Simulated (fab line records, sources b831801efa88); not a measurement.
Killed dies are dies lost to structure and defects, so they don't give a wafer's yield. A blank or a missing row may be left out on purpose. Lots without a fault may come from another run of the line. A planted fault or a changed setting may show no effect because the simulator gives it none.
Which tool did it? | flow gf180mcu | 14 lots, 42 wafers sampled, at 5 steps of a route of 602

WHAT THE GAUGES READ, wafer by wafer
GF_NWELL_OVL_MEAS_07. Usual: NWELL_OVL 1.0 nm, standard deviation 1.6.
lot  | measured    | on         | NWELL_OVL (nm) | flag
L891 | day 3 07:13 | overlay-01 | 4.2 1.3 0.4    |
L892 | day 3 16:13 | overlay-01 | 2.6 1.7 3.4    |
L894 | day 4 00:16 | overlay-01 | 1.5 3.4 0.0    |
L898 | day 4 23:25 | overlay-02 | -0.6 0.7 -1.2  |
L901 | day 5 13:49 | overlay-02 | 1.8 -0.1 -0.8  |
L902 | day 5 17:52 | overlay-02 | -1.0 -1.1 -1.3 |
L904 | day 6 08:25 | overlay-02 | 1.6 2.7 2.9    |
L905 | day 6 11:37 | overlay-02 | -0.8 -1.6 -0.4 |
L906 | day 6 17:56 | overlay-01 | 1.8 3.0 2.3    |
L907 | day 6 23:37 | overlay-02 | 0.8 0.8 2.2    |
L909 | day 7 08:46 | overlay-02 | 0.8 0.8 0.1    |
L910 | day 7 15:16 | overlay-02 | 2.7 0.3 0.5    |
L912 | day 8 00:04 | overlay-01 | 0.4 2.2 0.1    |
L914 | day 8 18:04 | overlay-02 | -0.1 -1.1 -0.6 |

GF_MVSD_OVL_MEAS_07. Usual: MVSD_OVL -0.3 nm, standard deviation 1.5.
lot  | measured     | on         | MVSD_OVL (nm)     | flag
L891 | day 4 09:25  | overlay-02 | -1.1 -3.2 -0.9    |
L892 | day 4 19:01  | overlay-02 | 0.9 0.7 -0.2      |
L894 | day 5 02:37  | overlay-02 | 0.4 2.2 1.0       |
L898 | day 6 05:01  | overlay-02 | 0.3 -0.7 -0.8     |
L901 | day 6 20:10  | overlay-02 | 186.0 184.6 185.2 | OFF
L902 | day 7 00:52  | overlay-02 | 183.6 185.0 183.4 | OFF
L904 | day 7 15:07  | overlay-02 | -0.8 -3.9 -4.2    |
L905 | day 7 17:43  | overlay-02 | -0.9 0.7 -0.4     |
L906 | day 8 00:46  | overlay-01 | 2.7 2.0 0.1       |
L907 | day 8 06:46  | overlay-02 | 2.7 1.0 1.6       |
L909 | day 8 16:10  | overlay-01 | -0.1 -0.4 1.9     |
L910 | day 8 23:07  | overlay-01 | -0.6 0.2 1.2      |
L912 | day 9 08:46  | overlay-02 | -1.8 -0.3 0.1     |
L914 | day 10 04:13 | overlay-01 | 0.4 0.9 0.6       |

GF_VT_IMPLANT_OVL_MEAS_07. Usual: VT_IMPLANT_OVL -0.1 nm, standard deviation 1.3.
lot  | measured     | on         | VT_IMPLANT_OVL (nm) | flag
L891 | day 5 13:25  | overlay-02 | 0.2 -1.0 1.5        |
L892 | day 5 23:55  | overlay-01 | -1.3 -0.3 -0.6      |
L894 | day 6 07:46  | overlay-02 | -0.1 0.2 -2.5       |
L898 | day 7 11:31  | overlay-02 | -0.5 -2.7 -1.4      |
L901 | day 8 02:37  | overlay-01 | 0.6 0.8 -0.3        |
L902 | day 8 08:25  | overlay-02 | 0.1 -0.4 0.6        |
L904 | day 8 22:22  | overlay-01 | 1.2 1.0 1.9         |
L905 | day 9 02:28  | overlay-02 | -0.4 -1.7 -0.3      |
L906 | day 9 09:49  | overlay-02 | -1.4 -1.8 -1.8      |
L907 | day 9 16:16  | overlay-02 | 3.9 -0.6 -0.1       |
L909 | day 10 03:10 | overlay-01 | 0.8 0.4 -0.8        |
L910 | day 10 09:49 | overlay-02 | 1.0 -2.4 -0.4       |
L912 | day 10 20:49 | overlay-02 | 0.5 -2.2 -2.4       |
L914 | day 11 17:01 | overlay-02 | 3.3 0.2 3.0         |

WHICH TOOL RAN EACH LOT (tool, then ch and the chambers of the sampled wafers, then the start)
lot  | GF_DNWELL_STRIP_08                  | GF_MVSD_EXPOSE_04
L891 | plasma_asher-01 ch 0,1, day 2 18:55 | iline_stepper-02 ch 0, day 4 03:02
L892 | plasma_asher-02 ch 0,1, day 3 03:04 | iline_stepper-02 ch 0, day 4 12:04
L894 | plasma_asher-01 ch 0,1, day 3 10:55 | iline_stepper-02 ch 0, day 4 20:20
L898 | plasma_asher-01 ch 0,1, day 4 09:28 | iline_stepper-02 ch 0, day 5 21:38
L901 | plasma_asher-01 ch 0,1, day 5 00:04 | iline_stepper-01 ch 0, day 6 12:55
L902 | plasma_asher-01 ch 0,1, day 5 03:43 | iline_stepper-01 ch 0, day 6 17:40
L904 | plasma_asher-02 ch 0,1, day 5 17:25 | iline_stepper-02 ch 0, day 7 07:49
L905 | plasma_asher-04 ch 0,1, day 5 20:55 | iline_stepper-02 ch 0, day 7 10:31
L906 | plasma_asher-04 ch 0,1, day 6 02:59 | iline_stepper-02 ch 0, day 7 17:24
L907 | plasma_asher-02 ch 0,1, day 6 07:57 | iline_stepper-02 ch 0, day 7 22:48
L909 | plasma_asher-02 ch 0,1, day 6 17:43 | iline_stepper-02 ch 0, day 8 08:41
L910 | plasma_asher-04 ch 0,1, day 7 00:31 | iline_stepper-02 ch 0, day 8 15:08
L912 | plasma_asher-02 ch 0,1, day 7 08:58 | iline_stepper-02 ch 0, day 9 00:38
L914 | plasma_asher-02 ch 0,1, day 8 02:01 | iline_stepper-02 ch 0, day 9 19:51
- GF_DNWELL_STRIP_08: strips in O2/N2.
- GF_MVSD_EXPOSE_04: exposes mask MVSD, target cd 1000 nm.

WHAT THE TOOLS THEMSELVES READ (means of the sampled wafers that have a number; where no wafer has one, the mark that the record gives instead)
GF_DNWELL_STRIP_08. Usual: drypump_motor_current_A 5.8 A, standard deviation 0.3; heater_power_w 336 W, standard deviation 36; oes_product_au 0.722 a.u., standard deviation 0.0045; strip_time_to_endpoint_s 36.96 s, standard deviation 0.09.
lot  | tool            | drypump_motor_current_A (A) | heater_power_w (W) | oes_product_au (a.u.) | strip_time_to_endpoint_s (s) | flag
L891 | plasma_asher-01 | 5.8                         | 322                | 0.725                 | 37.04                        |
L892 | plasma_asher-02 | 5.9                         | 327                | 0.725                 | 36.97                        |
L894 | plasma_asher-01 | 5.6                         | 350                | 0.722                 | 36.91                        |
L898 | plasma_asher-01 | 5.8                         | 323                | 0.719                 | 36.88                        |
L901 | plasma_asher-01 | 5.8                         | 321                | 0.727                 | 36.96                        |
L902 | plasma_asher-01 | 5.6                         | 353                | 0.723                 | 36.88                        |
L904 | plasma_asher-02 | 5.9                         | 329                | 0.722                 | 36.97                        |
L905 | plasma_asher-04 | 6.0                         | 361                | 0.726                 | 36.92                        |
L906 | plasma_asher-04 | 6.0                         | 363                | 0.728                 | 36.96                        |
L907 | plasma_asher-02 | 5.7                         | 329                | 0.723                 | 36.82                        |
L909 | plasma_asher-02 | 5.9                         | 327                | 0.723                 | 36.91                        |
L910 | plasma_asher-04 | 6.0                         | 364                | 0.724                 | 36.92                        |
L912 | plasma_asher-02 | 5.9                         | 329                | 0.721                 | 37.09                        |
L914 | plasma_asher-02 | 5.8                         | 333                | 0.718                 | 37.03                        |

THE ANSWER, worked out from the rows above alone
Rule: a lot is off if the mean of its wafers that have a number lies more than 3 standard deviations from the usual mean. A lot without any number at a reading at which 4 lots or more have one is off too. The other lots that the step has rows for count as sound. The gauges are gone through in route order, then the tools' own readings, and for those a lot's mean is taken as printed above. The first step at which some lot is off is used, and at that step the reading that is off furthest; a lot without a number counts as furthest.
Off: L901, L902, at GF_MVSD_OVL_MEAS_07 (MVSD_OVL).
A tool fits if, at a process step before that reading, it ran every lot that is off, and no sound lot after the first of them. The gauges at GF_MVSD_OVL_MEAS_07 are tried like those tools. Can't be told from this: 2 tools fit, plasma_asher-01 at GF_DNWELL_STRIP_08, iline_stepper-01 at GF_MVSD_EXPOSE_04.

WHAT THE SIMULATOR HAD PUT IN
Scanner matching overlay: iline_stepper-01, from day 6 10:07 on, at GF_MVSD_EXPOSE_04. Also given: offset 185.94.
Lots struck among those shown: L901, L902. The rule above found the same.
